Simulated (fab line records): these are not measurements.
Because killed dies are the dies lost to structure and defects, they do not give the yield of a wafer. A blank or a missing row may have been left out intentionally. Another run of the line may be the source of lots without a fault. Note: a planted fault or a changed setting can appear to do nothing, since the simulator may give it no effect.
Chamber matching	flow gf180mcu	pecvd-03 running GF_PASSIVATION_CVD_02: 3 sister chambers
The step deposits Si3N4, target thk 700 nm, time 486.18 s. 14 wafers are shown with their chamber, then 7 later ones without.

== WAFERS PAIRED WITH THEIR CHAMBERS ==
wafer	chamber	heater power w (W)
L343.1	1	867
L343.2	0	790
L343.5	1	872
L345.2	1	920
L345.5	2	734
L345.6	1	745
L346.2	2	666
L346.3	0	725
L346.5	1	900
L352.4	2	683
L352.5	0	689
L352.6	1	888
L351.2	1	923
L351.5	2	709

SIGNATURES (means of the wafers above)
reading	chamber 0	chamber 1	chamber 2	scatter within a chamber
heater power w	734.67	873.57	698.00	52.2
Rule: a wafer's distance from a chamber is the root of the sum, over the readings, of the square of ((its reading less the chamber's mean) divided by the reading's scatter). The wafer belongs to the nearest chamber; if the next one is less than 2 further off, it can't be placed. The scatter is the square root of a quotient: the sum, over the shown wafers, of each reading's squared deviation from its chamber's mean, divided by wafers minus chambers.

== WAFERS WHOSE CHAMBER IS MISSING ==
wafer	heater power w (W)
L351.6	736
L362.1	663
L362.2	867
L362.6	898
L364.1	750
L364.4	806
L364.5	700

== WHICH CHAMBER EACH ONE RAN IN ==
wafer	from the rows above	in truth
L351.6	can't be placed: 0 or 2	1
L362.1	can't be placed: 2 or 0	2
L362.2	1	1
L362.6	1	1
L364.1	can't be placed: 0 or 2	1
L364.4	can't be placed: 1 or 0 or 2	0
L364.5	can't be placed: 2 or 0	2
2 of 7 placed correctly. Not placeable from these rows: 5 (in 3, the candidates include the true chamber). Placed wrongly: 0.
